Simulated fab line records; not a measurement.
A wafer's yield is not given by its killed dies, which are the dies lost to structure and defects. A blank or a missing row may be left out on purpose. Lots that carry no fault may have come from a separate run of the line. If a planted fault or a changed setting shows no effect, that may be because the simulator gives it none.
A struck lot beside a sound one :: flow sky130 :: 41 steps out of a route of 708
Sound: wafers L826.2, L826.3, L826.4. Wafers L833.1, L833.2, L833.4 were the ones struck. At the end, the cause is stated.
Per side, at each step with rows, come the tool, then ch with its chambers, and then its first start. Under that, the readings that differ: sound wafers :: struck wafers :: difference of the means :: sigmas: that difference in standard deviations of wafers without a fault.
alike: words and numbers the same on both sides, and readings whose means are apart by under 2 such deviations; not compared: readings that were withheld, readings missing a value for some wafer, numbers with overlapping values and no deviation given by the record, and bounds like >300 which may hide the same value.
The two part at a step that has a row with sigmas, a row that says differs or no value, or rows on one side only. Non-overlapping numbers with no deviation appear without sigmas and do not part them. A reading missing from all wafers of one side parts the sides only when that side holds two or more wafers.

first, 7 steps without rows for these wafers: SKY_METAL5_DEHYDRATE_07 (time 60 s); SKY_METAL5_HMDS_08 (prime time 60 s); SKY_METAL5_COAT_09 (resist thk 1800 nm); SKY_METAL5_SOFTBAKE_10 (time 60 s); SKY_METAL5_EXPOSE_11 (exposes mask MM5, target cd 1600 nm); SKY_METAL5_PEB_12; SKY_METAL5_DEVELOP_13 (develop time 60 s).
SKY_METAL5_DESCUM_14: chemistry O2, time 11 s.
  sound on rie metal-02 ch 1, day 45 08:54; struck on rie metal-02 ch 0,1, day 48 04:30
  alike: drypump motor current A, oes product au
  not compared: rf hours counter h
SKY_METAL5_METAL_ETCH_15: etches the open film in Cl2/BCl3, stops on SiO2, target depth 1260 nm, time 252 s.
  sound on rie metal-02 ch 1, day 45 09:02; struck on rie metal-02 ch 0,1, day 48 04:32
  alike: drypump motor current A, oes product au, throttle valve pct
  not compared: rf hours counter h
SKY_METAL5_STRIP_16: strips in O2/N2.
  sound on plasma asher-03 ch 0,1, day 45 09:26; struck on plasma asher-03 ch 0,1, day 48 04:46
  alike: drypump motor current A, oes product au, strip time to endpoint s
  not compared: rf hours counter h
then, 2 steps without rows for these wafers: SKY_METAL5_STRIP_17 (strips in post etch residue remover, time 1200 s); SKY_METAL5_CLEAN_18 (cleans in IPA, time 180 s).
SKY_METAL5_CLEAN_19: cleans in O3/DIW.
  sound on wet bench-04 ch 1, day 45 09:58; struck on wet bench-02 ch 3, day 48 05:16
then, 1 step without rows for these wafers: SKY_PASSIVATION_CVD_00 (deposits SiO2, target thk 90 nm).
SKY_PASSIVATION_THK_MEAS_01:
  sound on film metro-04 at day 45 10:05; struck on film metro-02 at day 48 05:23
  alike: PASSIVATION_CVD_00_THK
SKY_PASSIVATION_CVD_02: deposits Si3N4, target thk 540 nm.
  sound on pecvd-02 ch 0,1,2, day 45 10:08; struck on pecvd-01 ch 0,1,2, day 48 05:26
  alike: heater power w
SKY_PASSIVATION_THK_MEAS_03:
  sound on film metro-01 at day 45 10:23; struck on film metro-04 at day 48 05:40
reading: PASSIVATION_CVD_02_THK (nm)
sound: 528 530 536
struck: 542 539 561
difference: +16
sigmas: +2
then, 8 steps without rows for these wafers: SKY_PASSIVATION_DEHYDRATE_04 (time 60 s); SKY_PASSIVATION_HMDS_05 (prime time 60 s); SKY_PASSIVATION_COAT_06 (resist thk 3000 nm); SKY_PASSIVATION_SOFTBAKE_07; SKY_PASSIVATION_EXPOSE_08 (exposes mask NSM, target cd 3000 nm); SKY_PASSIVATION_PEB_09; SKY_PASSIVATION_DEVELOP_10 (develop time 60 s); SKY_PASSIVATION_ETCH_11 (etches the open film in CF4/O2, stops on AlCu, target depth 725 nm, time 161.1 s).
SKY_PASSIVATION_STRIP_12: strips in O2/N2.
  sound on plasma asher-02 ch 0,1, day 46 07:38; struck on plasma asher-01 ch 0,1, day 49 00:29
  alike: drypump motor current A, oes product au, strip time to endpoint s
  not compared: rf hours counter h
then, 13 steps without rows for these wafers: SKY_PAD_OPEN_DEHYDRATE_00 (time 60 s); SKY_PAD_OPEN_HMDS_01 (prime time 60 s); SKY_PAD_OPEN_COAT_02 (resist thk 3000 nm); SKY_PAD_OPEN_SOFTBAKE_03; SKY_PAD_OPEN_EXPOSE_04 (exposes mask PDM, target cd 60000 nm); SKY_PAD_OPEN_PEB_05; SKY_PAD_OPEN_DEVELOP_06 (develop time 60 s); SKY_PAD_OPEN_ETCH_07 (etches the open film in CF4/O2, stops on AlCu, target depth 725 nm, time 168.2 s); SKY_PAD_OPEN_STRIP_08 (strips in O2/N2); SKY_PAD_OPEN_STRIP_09 (strips in post etch residue remover, time 1200 s); SKY_PAD_OPEN_CLEAN_10 (cleans in IPA, time 180 s); SKY_PAD_OPEN_CLEAN_11 (cleans in O3/DIW); SKY_PAD_OPEN_ANNEAL_12.
SKY_PAD_OPEN_BOW_MEAS_13:
  sound on film metro-03 at day 47 05:49; struck on film metro-04 at day 49 20:45
  alike: PAD_OPEN_BOW
SKY_PAD_OPEN_PROBE_99:
  sound on prober-01 at day 47 05:58; struck on prober-01 at day 49 20:52
reading: defect limited yield (%)
sound: 82.7 79.5 81.1
struck: 74.2 68.9 72.0
difference: -9.4
sigmas: -6

reading: killed_at_M4_up
sound: 1 2 1
struck: 66 66 66
difference: +65
sigmas: +32

reading: killed dies
sound: 85 101 93
struck: 127 153 138
difference: +46
sigmas: +6

reading: sort_bin_3_pad_short (%)
sound: 1.4 0.2 0.8
struck: 3.7 4.9 4.1
difference: +3.4
sigmas: +8

reading: sort_bin_5_function (%)
sound: 11.2 12.8 12.8
struck: 15.9 16.9 17.5
difference: +4.5
sigmas: +3

reading: sort n pass
sound: 407 391 399
struck: 365 339 354
difference: -46
sigmas: -6

reading: sort yield pct (%)
sound: 82.7 79.5 81.1
struck: 74.2 68.9 72.0
difference: -9.4
sigmas: -6

reading: model.etest.tester.sort n pass
sound: 407 391 399
struck: 365 339 354
difference: -46
sigmas: 

reading: model.etest.tester.sort yield pct (%)
sound: 82.72 79.47 81.1
struck: 74.19 68.9 71.95
difference: -9.42
sigmas: 

reading: model.etest.tester.sort_bin_5_pct (%)
sound: 11.18 12.8 12.8
struck: 15.85 16.87 17.48
difference: +4.47
sigmas: 

reading: model.etest.tester.sort_bin_3_pct (%)
sound: 1.423 0.2033 0.813
struck: 3.659 4.878 4.065
difference: +3.388
sigmas: 
  alike: killed_at_M0_to_M3, killed at contacts, killed at front end, killed at other, killed open, killed short, sort_bin_6_memory

## WHERE THEY PART
Last at SKY_PAD_OPEN_PROBE_99 as far as this record goes, first at SKY_PASSIVATION_THK_MEAS_03.

WHY: whatever the simulator had introduced
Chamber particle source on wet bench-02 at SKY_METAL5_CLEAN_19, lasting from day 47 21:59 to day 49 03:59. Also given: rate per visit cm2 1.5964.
